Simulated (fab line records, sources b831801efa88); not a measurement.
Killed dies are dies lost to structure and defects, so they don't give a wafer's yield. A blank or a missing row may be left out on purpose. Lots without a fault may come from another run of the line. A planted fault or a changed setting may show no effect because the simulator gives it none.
fab line records | flow sky130
record lots=5 wafers=15 last_day=49
route steps=708 shown VIA1@469 METAL2@483
lots that met no fault: from a run of the same line without faults
start_h: hours from the record's first day to the start of the lot's first wafer shown | wait_h: hours since the lot's step before | " the same as in the row above | L1.1+2: a row that stands for several wafers | - no value, or no start given | * or withheld: withheld | < > ~ a bound
route shown NAME@n: a module of which the file shows steps, and the number in the route of the first | usual: mean/standard deviation of fault-free wafers | same: alike in all rows | chamber/n: place in a boat | sites: the reading at each site | _std_site: their standard deviation | _edge_site: outer sites' mean less inner sites' | radius_mm: how far each site lies from the wafer's centre | mask NAME#n: copy n | behind: the tool/chamber that last shaped the wafer | hold: why the lot was held/for how many hours/how that ended | device: the transistor (n, p or np) that didn't switch | end of line: the same wafers' tests at the end of the route | a step without rows: its recipe alone | killed: dies lost to structure and defects at the first sort, not the wafer's yield | map: a wafer's dies, x killed, . not, _ none there
set.NAME: the setting as run; set.NAME@STEP: as run at that earlier step | model.NAME: the simulator's own value behind a step, which no gauge read
lots at some steps of the route; a table a step, a row a wafer
services: from which hour (start_h, from the record's first day; less than 0 if before it) a tool's chamber was out of use, for how many hours, and why
## steps
# step SKY_VIA1_DEVELOP_11
# recipe develop_time_s=60 resist=KrF-thick dev_temp_c=21
# usual developer_temp_C=20.99/0.1
# columns lot.wafer tool chamber start_h wait_h developer_temp_C
L083.3 litho_track-04 0 - - 21.07
L083.4 " 0 " " 21.18
L083.6 " 0 " " 20.86
L085.1 litho_track-04 0 - - 21.17
L085.2 " 0 " " 21.00
L085.6 " 0 " " 21.00
L086.3 litho_track-04 0 - - 21.04
L086.4 " 0 " " 20.98
L086.5 " 0 " " 21.11
L087.1 litho_track-02 0 - - 21.07
L087.4 " 0 " " 21.05
L087.5 " 0 " " 21.09
L091.3 litho_track-04 0 - - 20.88
L091.4 " 0 " " 21.05
L091.5 " 0 " " 21.08
# step SKY_VIA1_CD_MEAS_12
# recipe target_cd_nm=150
# usual cd_nm=150.2/1.5
# columns lot.wafer tool chamber start_h wait_h cd_nm
L083.3 cd_sem-01 - 865.06 - 149.9
L083.4 " - " " 150.0
L083.6 " - " " 150.8
L085.1 cd_sem-01 - 882.19 - 148.0
L085.2 " - " " 150.4
L085.6 " - " " 152.0
L086.3 cd_sem-01 - 885.28 - 152.4
L086.4 " - " " 151.7
L086.5 " - " " 152.2
L087.1 cd_sem-01 - 892.26 - 151.3
L087.4 " - " " 151.6
L087.5 " - " " 150.2
L091.3 cd_sem-01 - 931.73 - 148.4
L091.4 " - " " 148.8
L091.5 " - " " 148.9
# step SKY_VIA1_OVL_MEAS_13
# usual VIA1_OVL=-2/5.6
# columns lot.wafer tool chamber start_h wait_h VIA1_OVL[nm]
L083.3 overlay-02 - 865.15 0.1 -12
L083.4 " - " " -5
L083.6 " - " " -2
L085.1 overlay-02 - 882.31 0.1 -5
L085.2 " - " " 0
L085.6 " - " " 2
L086.3 overlay-02 - 885.37 0.1 4
L086.4 " - " " -2
L086.5 " - " " -8
L087.1 overlay-02 - 892.38 0.1 -6
L087.4 " - " " -3
L087.5 " - " " -1
L091.3 overlay-01 - 931.82 0.1 6
L091.4 " - " " 6
L091.5 " - " " 4
# step SKY_VIA1_ETCH_14
# recipe chemistry=N2/H2 target=BARC ion_energy_ev=200 source_w=500 bias_w=100 pressure_mtorr=30 n2_flow_sccm=100 h2_flow_sccm=200 stop_on=SiO2 time_s=45.9 target_depth_a=600
# usual chamber_pressure_mTorr=30.000/0.028 drypump_motor_current_A=5.8/0.46 oes_product_au=0.854/0.0048 throttle_valve_pct=13.224/0.0089
# columns lot.wafer tool chamber start_h wait_h chamber_pressure_mTorr drypump_motor_current_A oes_product_au rf_hours_counter_h throttle_valve_pct
L083.3 rie_diel-03 0 865.18 0.0 29.980 5.7 0.860 12 13.230
L083.4 " 3 " " 30.000 5.2 0.856 5 13.233
L083.6 " 1 " " 29.985 6.1 0.856 - 13.223
L085.1 rie_diel-03 0 882.34 0.0 30.017 5.7 0.861 13 13.215
L085.2 " 3 " " 29.985 5.3 0.858 5 13.249
L085.6 " 0 " " 29.982 5.7 0.853 - 13.233
L086.3 rie_diel-03 3 885.40 0.0 30.001 5.2 0.852 5 13.235
L086.4 " 1 " " 29.960 6.1 0.857 15 13.223
L086.5 " 2 " " 30.020 5.7 0.857 - 13.231
L087.1 rie_diel-01 2 892.41 0.0 30.005 6.7 0.854 22 13.217
L087.4 " 1 " " 29.962 5.1 0.867 6 13.219
L087.5 " 2 " " 30.051 6.6 0.860 - 13.232
L091.3 rie_diel-04 3 931.84 0.0 30.022 5.3 0.861 23 13.224
L091.4 " 2 " " 29.989 5.8 0.855 12 13.212
L091.5 " 1 " " 29.975 5.1 0.854 - 13.226
# step SKY_VIA1_ETCH_15
# recipe target=SiO2 chemistry=C4F8/O2/Ar target_depth_nm=351 stop_on=TiN mask_material=KrF-thick source_w=1477 bias_w=1200 pressure_mtorr=40 c4f8_flow_sccm=withheld O2_flow_sccm=6 Ar_flow_sccm=300 time_s=54
# usual chamber_pressure_mTorr=40.00/0.036 oes_product_au=0.980/0.005
# columns lot.wafer tool chamber start_h wait_h chamber_pressure_mTorr oes_product_au rf_hours_counter_h
L083.3 rie_diel-03 0 865.22 0.0 39.99 0.975 12
L083.4 " 3 " " 40.04 0.988 5
L083.6 " 1 " " 40.04 0.984 -
L085.1 rie_diel-03 0 882.39 0.0 40.00 0.977 13
L085.2 " 3 " " 39.98 0.984 5
L085.6 " 0 " " 39.97 0.981 -
L086.3 rie_diel-03 3 885.44 0.0 39.97 0.979 5
L086.4 " 1 " " 40.05 0.982 15
L086.5 " 2 " " 39.96 0.985 -
L087.1 rie_diel-01 2 892.46 0.0 40.01 0.981 22
L087.4 " 1 " " 39.99 0.974 6
L087.5 " 2 " " 40.03 0.980 -
L091.3 rie_diel-04 3 931.89 0.0 40.05 0.983 23
L091.4 " 2 " " 40.02 0.978 12
L091.5 " 1 " " 40.07 0.982 -
# step SKY_VIA1_STRIP_16
# recipe chemistry=O2/N2 power_w=1400 pressure_mtorr=1500 platen_temp_c=withheld o2_flow_sccm=3000 n2_flow_sccm=300 overash_fraction=0.5
# usual chamber_pressure_mTorr=1500.0/1.5 drypump_motor_current_A=5.6/0.64 oes_product_au=0.416/0.0043 strip_time_to_endpoint_s=4.456/0.019
# columns lot.wafer tool chamber start_h wait_h chamber_pressure_mTorr drypump_motor_current_A oes_product_au rf_hours_counter_h strip_time_to_endpoint_s
L083.3 plasma_asher-04 0 865.30 0.1 1501.3 6.6 0.412 - 4.474
L083.4 " 1 " " 1500.1 5.3 0.413 - 4.461
L083.6 " 1 " " 1502.0 5.3 0.420 - 4.462
L085.1 plasma_asher-02 0 882.43 0.0 1501.9 5.0 0.420 45 4.434
L085.2 " 1 " " 1500.7 5.5 0.421 45 4.445
L085.6 " 0 " " 1500.6 4.9 0.413 - 4.447
L086.3 plasma_asher-01 0 885.52 0.1 1500.7 4.9 0.423 - 4.443
L086.4 " 1 " " 1498.7 6.0 0.418 - 4.473
L086.5 " 0 " " 1500.8 4.9 0.422 - 4.480
L087.1 plasma_asher-04 1 892.50 0.0 1500.2 5.3 0.416 72 4.467
L087.4 " 1 " " 1501.5 5.3 0.422 - 4.484
L087.5 " 0 " " 1496.3 6.6 0.412 - 4.464
L091.3 plasma_asher-01 1 931.97 0.1 1500.2 6.1 0.416 - 4.420
L091.4 " 0 " " 1500.0 4.9 0.407 - 4.458
L091.5 " 0 " " 1500.0 4.9 0.415 - 4.480
# step SKY_VIA1_STRIP_17
# recipe chemistry=post_etch_residue_remover time_s=1200 temp_c=72.5
# usual bath_guard_temp_C=72.5/0.5 bath_heat_duty_pct=15.1/1.7
# columns lot.wafer tool chamber start_h wait_h bath_guard_temp_C bath_heat_duty_pct
L083.3 wet_bench-04 1 865.36 0.0 72.0 15.0
L083.4 " 1 " " 71.6 15.0
L083.6 " 1 " " 71.9 13.8
L085.1 wet_bench-01 3 882.53 0.1 72.2 18.0
L085.2 " 3 " " 72.1 16.6
L085.6 " 3 " " 72.2 17.1
L086.3 wet_bench-02 3 885.59 0.0 72.6 15.0
L086.4 " 3 " " 73.1 15.3
L086.5 " 3 " " 72.9 14.1
L087.1 wet_bench-02 3 892.60 0.1 72.7 14.1
L087.4 " 3 " " 72.8 13.8
L087.5 " 3 " " 72.7 14.8
L091.3 wet_bench-02 2 932.03 0.0 72.5 14.1
L091.4 " 2 " " 72.5 15.5
L091.5 " 2 " " 72.8 13.2
# step SKY_VIA1_CLEAN_18
# recipe chemistry=IPA time_s=180 temp_c=25
# usual bath_heat_duty_pct=6.5/0.73
# columns lot.wafer tool chamber start_h wait_h bath_heat_duty_pct
L083.3 wet_bench-01 2 865.71 0.0 6.9
L083.4 " 2 " " 7.6
L083.6 " 2 " " 7.7
L085.1 wet_bench-01 1 882.87 0.0 7.1
L085.2 " 1 " " 6.1
L085.6 " 1 " " 6.9
L086.3 wet_bench-04 2 885.93 0.0 4.9
L086.4 " 2 " " 6.3
L086.5 " 2 " " 5.4
L087.1 wet_bench-01 1 892.97 0.0 6.9
L087.4 " 1 " " 6.5
L087.5 " 1 " " 7.0
L091.3 wet_bench-02 3 932.41 0.0 6.4
L091.4 " 3 " " 5.9
L091.5 " 3 " " 6.6
# step SKY_VIA1_CLEAN_19
# recipe chemistry=O3/DIW dry=n2_spin
# columns lot.wafer tool chamber start_h wait_h
L083.3+4+6 wet_bench-02 0 865.77 0.0
L085.1+2+6 wet_bench-04 1 882.93 0.0
L086.3+4+5 wet_bench-01 1 885.99 0.0
L087.1+4+5 wet_bench-02 2 893.04 0.0
L091.3+4+5 wet_bench-04 2 932.47 0.0
# step SKY_VIA1_SPUTTER_20
# recipe material=TiN target_thk_nm=20 chamber_pressure_pa=5 power_w=4000 time_s=80
# usual throttle_valve_pct=29.8/0.99
# columns lot.wafer tool chamber start_h wait_h throttle_valve_pct
L083.3 pvd_sputter-03 - 865.86 0.0 28.4
L083.4 " - " " 30.0
L083.6 " - " " 30.0
L085.1 pvd_sputter-04 - 883.02 0.0 29.0
L085.2 " - " " 29.4
L085.6 " - " " 29.0
L086.3 pvd_sputter-02 - 886.08 0.0 29.3
L086.4 " - " " 29.7
L086.5 " - " " 30.7
L087.1 pvd_sputter-03 - 893.14 0.0 30.1
L087.4 " - " " 29.7
L087.5 " - " " 29.8
L091.3 pvd_sputter-03 - 932.56 0.0 29.9
L091.4 " - " " 30.1
L091.5 " - " " 28.4
# step SKY_VIA1_CVD_21
# recipe material=W target_thk_nm=270 time_s=80.902 temp_c=400 pressure_torr=40
# usual heater_power_w=896/100
# columns lot.wafer tool chamber start_h wait_h heater_power_w
L083.3 cvd_w-02 1 865.95 0.1 1057
L083.4 " 0 " " 785
L083.6 " 0 " " 790
L085.1 cvd_w-02 0 883.09 0.0 792
L085.2 " 1 " " 1054
L085.6 " 1 " " 1035
L086.3 cvd_w-02 1 886.17 0.1 1030
L086.4 " 0 " " 801
L086.5 " 0 " " 779
L087.1 cvd_w-01 0 893.20 0.0 990
L087.4 " 0 " " 988
L087.5 " 0 " " 959
L091.3 cvd_w-01 1 932.65 0.1 832
L091.4 " 0 " " 956
L091.5 " 0 " " 950
# step SKY_VIA1_RS_MEAS_22
# recipe thk_meas_gauge=four-point-probe reads=W_of_VIA1_CVD_21+TiN_of_VIA1_SPUTTER_20
# usual VIA1_W_RS=0.424/0.0078
# columns lot.wafer tool chamber start_h wait_h VIA1_W_RS[ohm/sq]
L083.3 film_metro-04 - 866.06 0.1 0.430
L083.4 " - " " 0.428
L083.6 " - " " 0.431
L085.1 film_metro-01 - 883.18 0.1 0.424
L085.2 " - " " 0.428
L085.6 " - " " 0.424
L086.3 film_metro-01 - 886.27 0.1 0.439
L086.4 " - " " 0.433
L086.5 " - " " 0.437
L087.1 film_metro-01 - 893.29 0.1 0.413
L087.4 " - " " 0.422
L087.5 " - " " 0.419
L091.3 film_metro-01 - 932.75 0.1 0.428
L091.4 " - " " 0.417
L091.5 " - " " 0.413
# step SKY_VIA1_THK_MEAS_23
# recipe thk_meas_gauge=xrf reads=W_of_VIA1_CVD_21
# usual VIA1_W_THK=274/5.2
# columns lot.wafer tool chamber start_h wait_h VIA1_W_THK[nm]
L083.3 film_metro-04 - 866.16 0.1 272
L083.4 " - " " 272
L083.6 " - " " 271
L085.1 film_metro-01 - 883.30 0.1 275
L085.2 " - " " 272
L085.6 " - " " 274
L086.3 film_metro-01 - 886.37 0.1 266
L086.4 " - " " 270
L086.5 " - " " 267
L087.1 film_metro-01 - 893.41 0.1 280
L087.4 " - " " 273
L087.5 " - " " 276
L091.3 film_metro-01 - 932.85 0.1 271
L091.4 " - " " 279
L091.5 " - " " 280
# step SKY_VIA1_CMP_24
# recipe stop_on=SiO2 t_overpolish_s=15 down_force_psi=3.5 platen_rpm=60 target_thk_nm=0 pad_velocity_m_s=0.94248
# usual motor_current_A=11.5/1 overpolish_run_s=15.000/0.0093 time_to_endpoint_s=65.5/2.9
# columns lot.wafer tool chamber start_h wait_h motor_current_A overpolish_run_s time_to_endpoint_s
L083.4 cmp-02 1 866.30 0.1 12.3 15.017 70.2
L083.3 " 2 " " 9.8 14.991 67.3
L083.6 " 0 " " 11.7 15.008 64.2
L085.1 cmp-02 1 883.41 0.1 12.9 15.008 68.1
L085.2 " 2 " " 9.6 15.007 68.0
L085.6 " 0 " " 11.6 15.008 63.1
L086.3 cmp-02 1 886.46 0.1 12.1 15.000 67.4
L086.4 " 2 " " 9.6 15.014 65.8
L086.5 " 0 " " 11.9 14.992 64.6
L087.4 cmp-01 0 893.53 0.1 11.7 14.998 66.6
L087.1 " 2 " " 10.7 15.000 68.9
L087.5 " 3 " " 12.6 14.984 67.8
L091.3 cmp-02 1 937.13 4.3 12.7 15.006 68.8
L091.4 " 3 " " 11.4 15.001 67.6
L091.5 " 2 " " 10.1 15.000 67.9
# step SKY_METAL2_SPUTTER_00
# recipe material=Ti target_thk_nm=15 power_w=3000 time_s=10 chamber_pressure_pa=0.4
# usual throttle_valve_pct=30.2/0.95
# columns lot.wafer tool chamber start_h wait_h throttle_valve_pct
L083.3 pvd_sputter-04 - 866.50 0.1 29.0
L083.4 " - " " 28.8
L083.6 " - " " 29.6
L085.1 pvd_sputter-02 - 883.66 0.2 30.6
L085.2 " - " " 29.7
L085.6 " - " " 29.8
L086.3 pvd_sputter-01 - 886.71 0.2 29.0
L086.4 " - " " 30.9
L086.5 " - " " 30.6
L087.1 pvd_sputter-02 - 893.78 0.1 30.7
L087.4 " - " " 29.6
L087.5 " - " " 30.8
L091.3 pvd_sputter-02 - 937.43 0.2 29.3
L091.4 " - " " 29.7
L091.5 " - " " 29.6
# step SKY_METAL2_SPUTTER_01
# recipe material=TiN target_thk_nm=20 power_w=6500 time_s=16.7 chamber_pressure_pa=0.4
# usual throttle_valve_pct=30.2/0.95
# columns lot.wafer tool chamber start_h wait_h throttle_valve_pct
L083.3 pvd_sputter-04 - 866.52 0.0 29.0
L083.4 " - " " 28.8
L083.6 " - " " 29.6
L085.1 pvd_sputter-02 - 883.68 0.0 30.6
L085.2 " - " " 29.8
L085.6 " - " " 29.8
L086.3 pvd_sputter-01 - 886.73 0.0 29.3
L086.4 " - " " 30.7
L086.5 " - " " 30.5
L087.1 pvd_sputter-02 - 893.80 0.0 30.6
L087.4 " - " " 29.7
L087.5 " - " " 30.9
L091.3 pvd_sputter-02 - 937.46 0.0 29.1
L091.4 " - " " 29.7
L091.5 " - " " 29.9
# step SKY_METAL2_SPUTTER_02
# recipe material=AlCu target_thk_nm=250 power_w=10600 time_s=13.3 chamber_pressure_pa=0.4
# usual throttle_valve_pct=30.2/0.96
# columns lot.wafer tool chamber start_h wait_h throttle_valve_pct
L083.3 pvd_sputter-04 - 866.54 0.0 29.2
L083.4 " - " " 28.7
L083.6 " - " " 29.7
L085.1 pvd_sputter-02 - 883.71 0.0 30.6
L085.2 " - " " 29.6
L085.6 " - " " 29.7
L086.3 pvd_sputter-01 - 886.76 0.0 29.5
L086.4 " - " " 31.0
L086.5 " - " " 30.5
L087.1 pvd_sputter-02 - 893.83 0.0 30.7
L087.4 " - " " 29.7
L087.5 " - " " 30.6
L091.3 pvd_sputter-02 - 937.48 0.0 29.4
L091.4 " - " " 29.6
L091.5 " - " " 29.5
# step SKY_METAL2_SPUTTER_03
# recipe material=Ti target_thk_nm=5 power_w=3000 time_s=3.3 chamber_pressure_pa=0.4
# usual throttle_valve_pct=30.2/0.95
# columns lot.wafer tool chamber start_h wait_h throttle_valve_pct
L083.3 pvd_sputter-04 - 866.57 0.0 29.0
L083.4 " - " " 28.6
L083.6 " - " " 29.6
L085.1 pvd_sputter-02 - 883.73 0.0 30.8
L085.2 " - " " 30.0
L085.6 " - " " 29.7
L086.3 pvd_sputter-01 - 886.78 0.0 29.2
L086.4 " - " " 30.4
L086.5 " - " " 30.4
L087.1 pvd_sputter-02 - 893.85 0.0 30.6
L087.4 " - " " 29.8
L087.5 " - " " 30.7
L091.3 pvd_sputter-02 - 937.51 0.0 29.0
L091.4 " - " " 29.6
L091.5 " - " " 29.7
# step SKY_METAL2_SPUTTER_04
# recipe material=TiN target_thk_nm=70 power_w=6500 time_s=58.3 chamber_pressure_pa=0.4
# usual throttle_valve_pct=30.2/0.94
# columns lot.wafer tool chamber start_h wait_h throttle_valve_pct
L083.3 pvd_sputter-04 - 866.59 0.0 28.9
L083.4 " - " " 28.6
L083.6 " - " " 29.6
L085.1 pvd_sputter-02 - 883.75 0.0 30.7
L085.2 " - " " 29.7
L085.6 " - " " 29.6
L086.3 pvd_sputter-01 - 886.80 0.0 29.3
L086.4 " - " " 30.6
L086.5 " - " " 30.5
L087.1 pvd_sputter-02 - 893.87 0.0 30.5
L087.4 " - " " 29.8
L087.5 " - " " 30.7
L091.3 pvd_sputter-02 - 937.52 0.0 29.3
L091.4 " - " " 29.6
L091.5 " - " " 29.8
# step SKY_METAL2_RS_MEAS_05
# recipe thk_meas_gauge=four-point-probe reads=TiN_of_METAL2_SPUTTER_04+Ti_of_METAL2_SPUTTER_03+AlCu_of_METAL2_SPUTTER_02+TiN_of_METAL2_SPUTTER_01+Ti_of_METAL2_SPUTTER_00
# usual METAL2_ALCU_RS=0.1266/0.0013
# columns lot.wafer tool chamber start_h wait_h METAL2_ALCU_RS[ohm/sq]
L083.3 film_metro-04 - 866.68 0.1 0.1264
L083.4 " - " " 0.1262
L083.6 " - " " 0.1267
L085.1 film_metro-01 - 883.80 0.0 0.1287
L085.2 " - " " 0.1285
L085.6 " - " " 0.1289
L086.3 film_metro-01 - 886.89 0.1 0.1270
L086.4 " - " " 0.1265
L086.5 " - " " 0.1255
L087.1 film_metro-03 - 893.92 0.0 0.1280
L087.4 " - " " 0.1272
L087.5 " - " " 0.1275
L091.3 film_metro-04 - 937.61 0.1 0.1247
L091.4 " - " " 0.1272
L091.5 " - " " 0.1262
# step SKY_METAL2_THK_MEAS_06
# recipe thk_meas_gauge=xrf reads=AlCu_of_METAL2_SPUTTER_02
# usual METAL2_ALCU_THK=252.1/2.9
# columns lot.wafer tool chamber start_h wait_h METAL2_ALCU_THK[nm]
L083.3 film_metro-04 - 866.78 0.1 253.8
L083.4 " - " " 252.9
L083.6 " - " " 251.1
L085.1 film_metro-01 - 883.92 0.1 247.4
L085.2 " - " " 248.9
L085.6 " - " " 246.4
L086.3 film_metro-01 - 886.99 0.1 251.0
L086.4 " - " " 253.6
L086.5 " - " " 253.4
L087.1 film_metro-03 - 894.04 0.1 249.4
L087.4 " - " " 252.1
L087.5 " - " " 250.4
L091.3 film_metro-04 - 937.71 0.1 259.2
L091.4 " - " " 251.4
L091.5 " - " " 255.2
# step SKY_METAL2_DEHYDRATE_07
# recipe temp_c=200 time_s=60
# columns lot.wafer tool chamber start_h wait_h
L083.3+4+6 litho_track-01 0 878.87 12.1
L085.1+2+6 litho_track-04 0 895.92 12.0
L086.3+4+5 litho_track-02 0 899.10 12.1
L087.1+4+5 litho_track-02 0 905.80 11.7
L091.3+4+5 litho_track-02 0 947.85 10.1
# step SKY_METAL2_HMDS_08
# recipe prime_time_s=60 prime_temp_c=120
# columns lot.wafer tool chamber start_h wait_h
L083.3+4+6 litho_track-01 0 879.02 0.1
L085.1+2+6 litho_track-04 0 896.07 0.1
L086.3+4+5 litho_track-02 0 899.25 0.1
L087.1+4+5 litho_track-02 0 905.95 0.1
L091.3+4+5 litho_track-02 0 948.00 0.1
# step SKY_METAL2_COAT_09
# recipe resist=BARC temp_c=withheld time_s=withheld spin_rpm=3000 resist_thk_nm=60
# columns lot.wafer tool chamber start_h wait_h
L083.3+4+6 litho_track-01 0 879.17 0.1
L085.1+2+6 litho_track-04 0 896.22 0.1
L086.3+4+5 litho_track-02 0 899.40 0.1
L087.1+4+5 litho_track-02 0 906.10 0.1
L091.3+4+5 litho_track-02 0 948.15 0.1
# step SKY_METAL2_COAT_10
# recipe resist=KrF-thick spin_rpm=3000 resist_thk_nm=450
# columns lot.wafer tool chamber start_h wait_h
L083.3+4+6 litho_track-01 0 - -
L085.1+2+6 litho_track-04 0 - -
L086.3+4+5 litho_track-02 0 - -
L087.1+4+5 litho_track-02 0 - -
L091.3+4+5 litho_track-02 0 - -
# step SKY_METAL2_SOFTBAKE_11
# recipe temp_c=100 time_s=90 resist=KrF-thick
# columns lot.wafer tool chamber start_h wait_h
L083.3+4+6 litho_track-01 0 - -
L085.1+2+6 litho_track-04 0 - -
L086.3+4+5 litho_track-02 0 - -
L087.1+4+5 litho_track-02 0 - -
L091.3+4+5 litho_track-02 0 - -
# step SKY_METAL2_EXPOSE_12
# recipe mask_id=MM2 na=0.8 source_shape=annular sigma_inner=0.55 sigma_outer=0.85 target_cd_nm=140 dose_mj=28
# usual reticle_temp_C=22.99/0.11
# columns lot.wafer tool chamber start_h wait_h mask reticle_temp_C
L083.3 krf_scanner-01 0 - - MM2#0 22.69
L083.4 " 0 " " MM2#0 22.93
L083.6 " 0 " " MM2#0 22.98
L085.1 krf_scanner-01 0 - - MM2#0 22.85
L085.2 " 0 " " MM2#0 23.03
L085.6 " 0 " " MM2#0 22.93
L086.3 krf_scanner-02 0 - - MM2#0 23.05
L086.4 " 0 " " MM2#0 23.05
L086.5 " 0 " " MM2#0 23.23
L087.1 krf_scanner-01 0 - - MM2#0 23.05
L087.4 " 0 " " MM2#0 22.99
L087.5 " 0 " " MM2#0 22.95
L091.3 krf_scanner-01 0 - - MM2#0 23.18
L091.4 " 0 " " MM2#0 23.03
L091.5 " 0 " " MM2#0 23.10
# step SKY_METAL2_PEB_13
# recipe peb_temp_c=withheld peb_time_s=withheld resist=KrF-thick
# columns lot.wafer tool chamber start_h wait_h
L083.3+4+6 litho_track-04 0 - -
L085.1+2+6 litho_track-02 0 - -
L086.3+4+5 litho_track-02 0 - -
L087.1+4+5 litho_track-02 0 - -
L091.3+4+5 litho_track-02 0 - -
# step SKY_METAL2_DEVELOP_14
# recipe develop_time_s=61.34 resist=KrF-thick dev_temp_c=21
# usual developer_temp_C=21.01/0.11
# columns lot.wafer tool chamber start_h wait_h developer_temp_C
L083.3 litho_track-04 0 - - 21.03
L083.4 " 0 " " 21.00
L083.6 " 0 " " 21.04
L085.1 litho_track-02 0 - - 20.98
L085.2 " 0 " " 21.13
L085.6 " 0 " " 21.22
L086.3 litho_track-02 0 - - 21.05
L086.4 " 0 " " 20.93
L086.5 " 0 " " 21.04
L087.1 litho_track-02 0 - - 21.07
L087.4 " 0 " " 20.78
L087.5 " 0 " " 20.80
L091.3 litho_track-02 0 - - 21.24
L091.4 " 0 " " 21.16
L091.5 " 0 " " 21.11
# step SKY_METAL2_CD_MEAS_15
# recipe target_cd_nm=140
# usual cd_nm=139.9/1.5
# columns lot.wafer tool chamber start_h wait_h cd_nm
L083.3 cd_sem-01 - 892.18 - 138.7
L083.4 " - " " 138.4
L083.6 " - " " 141.4
L085.1 cd_sem-01 - 908.90 - 142.5
L085.2 " - " " 141.1
L085.6 " - " " 141.1
L086.3 cd_sem-01 - 912.29 - 138.4
L086.4 " - " " 139.5
L086.5 " - " " 137.2
L087.1 cd_sem-01 - 918.92 - 138.4
L087.4 " - " " 137.4
L087.5 " - " " 138.2
L091.3 cd_sem-01 - 961.49 - 139.8
L091.4 " - " " 139.6
L091.5 " - " " 141.0
# step SKY_METAL2_OVL_MEAS_16
# usual METAL2_OVL=-4/5.6
# columns lot.wafer tool chamber start_h wait_h METAL2_OVL[nm]
L083.3 overlay-02 - 892.27 0.1 -5
L083.4 " - " " -3
L083.6 " - " " -1
L085.1 overlay-02 - 909.02 0.1 -4
L085.2 " - " " -8
L085.6 " - " " -7
L086.3 overlay-02 - 912.38 0.1 -2
L086.4 " - " " -1
L086.5 " - " " 0
L087.1 overlay-02 - 919.04 0.1 -6
L087.4 " - " " 4
L087.5 " - " " 5
L091.3 overlay-01 - 961.58 0.1 -3
L091.4 " - " " 1
L091.5 " - " " -5
# step SKY_METAL2_DESCUM_17
# recipe chemistry=O2 source_power_w=150 bias_power_w=0 pressure_mtorr=10 temp_c=40 time_s=8
# usual chamber_pressure_mTorr=10.000/0.0091 drypump_motor_current_A=5.5/0.3 he_backside_leak_sccm=3.4/0.33 oes_product_au=1.004/0.0086
# columns lot.wafer tool chamber start_h wait_h chamber_pressure_mTorr drypump_motor_current_A he_backside_leak_sccm oes_product_au rf_hours_counter_h
L083.3 rie_metal-01 1 892.30 0.0 9.994 5.1 3.5 1.015 -
L083.4 " 0 " " 10.019 5.4 3.3 1.009 -
L083.6 " 1 " " 10.008 5.1 3.6 1.010 -
L085.1 rie_metal-01 0 909.05 0.0 9.992 5.4 3.3 1.015 15
L085.2 " 1 " " 10.002 5.1 3.5 1.024 10
L085.6 " 0 " " 9.994 5.4 4.5 1.001 -
L086.3 rie_metal-02 0 912.41 0.0 9.994 5.4 3.4 1.017 -
L086.4 " 1 " " 10.001 5.3 3.3 1.007 -
L086.5 " 1 " " 10.013 5.3 3.3 1.021 -
L087.1 rie_metal-01 1 919.08 0.0 9.999 5.1 3.6 1.015 11
L087.4 " 1 " " 10.001 5.1 3.5 1.013 -
L087.5 " 0 " " 10.006 5.4 3.2 1.009 -
L091.3 rie_metal-02 0 961.62 0.0 9.999 5.3 3.3 1.016 -
L091.4 " 1 " " 9.992 5.4 3.4 1.001 -
L091.5 " 0 " " 10.011 5.3 3.4 1.009 -
# step SKY_METAL2_ETCH_18
# recipe chemistry=N2/H2 target=BARC ion_energy_ev=200 bias_w=100 pressure_mtorr=30 n2_flow_sccm=100 h2_flow_sccm=200 icp_w=500 stop_on=SiO2 time_s=45.9 target_depth_a=600
# usual chamber_pressure_mTorr=29.997/0.028 drypump_motor_current_A=5.5/0.3 he_backside_leak_sccm=3.34/0.28 oes_product_au=0.855/0.0043 throttle_valve_pct=13.224/0.0083
# columns lot.wafer tool chamber start_h wait_h chamber_pressure_mTorr drypump_motor_current_A he_backside_leak_sccm oes_product_au rf_hours_counter_h throttle_valve_pct
L083.3 rie_metal-01 1 892.35 0.0 29.973 5.1 3.48 0.854 - 13.223
L083.4 " 0 " " 30.003 5.4 3.03 0.858 - 13.225
L083.6 " 1 " " 30.031 5.1 3.46 0.852 - 13.224
L085.1 rie_metal-01 0 909.09 0.0 29.968 5.4 3.41 0.857 15 13.212
L085.2 " 1 " " 29.968 5.1 3.41 0.851 10 13.213
L085.6 " 0 " " 29.985 5.4 3.26 0.855 - 13.222
L086.3 rie_metal-02 0 912.46 0.0 30.050 5.4 3.38 0.854 - 13.215
L086.4 " 1 " " 29.927 5.4 3.32 0.851 - 13.230
L086.5 " 1 " " 29.978 5.3 3.47 0.852 - 13.225
L087.1 rie_metal-01 1 919.11 0.0 29.965 5.1 3.49 0.858 11 13.237
L087.4 " 1 " " 29.996 5.1 3.45 0.848 - 13.224
L087.5 " 0 " " 30.015 5.4 3.18 0.856 - 13.235
L091.3 rie_metal-02 0 961.67 0.0 30.012 5.4 3.30 0.858 - 13.212
L091.4 " 1 " " 29.991 5.4 2.93 0.853 - 13.230
L091.5 " 0 " " 30.004 5.3 3.44 0.849 - 13.240
## services
# columns tool chamber start_h hours kind
rie_diel-01 - 841.35 0.4 repair
cvd_w-01 1 842.17 4.9 repair
krf_scanner-01 - 843.14 0.4 repair
pvd_sputter-04 - 854.22 1.9 repair
plasma_asher-01 - 864.83 2.8 pm
cvd_w-02 0 890.49 5.7 repair
rie_diel-01 1 892.57 3.4 repair
krf_scanner-01 - 893.81 0.8 pm
cvd_w-02 - 899.27 2.4 repair
rie_diel-04 2 900.20 23.7 repair
wet_bench-01 - 901.43 1.5 repair
cvd_w-02 - 904.00 14.0 pm
plasma_asher-01 - 905.74 4.1 repair
wet_bench-01 - 909.68 70.6 pm
rie_metal-02 - 911.49 0.7 repair
plasma_asher-01 - 913.01 3.3 repair
cmp-02 - 914.81 5.0 pm
pvd_sputter-02 - 924.27 0.6 repair
cmp-02 - 924.84 12.0 pm
pvd_sputter-02 - 928.96 2.4 repair
rie_diel-01 2 932.46 9.6 repair
pvd_sputter-04 - 943.92 1.2 repair
rie_diel-01 - 948.90 2.8 pm
krf_scanner-01 - 961.17 1.0 pm
## key
fault none
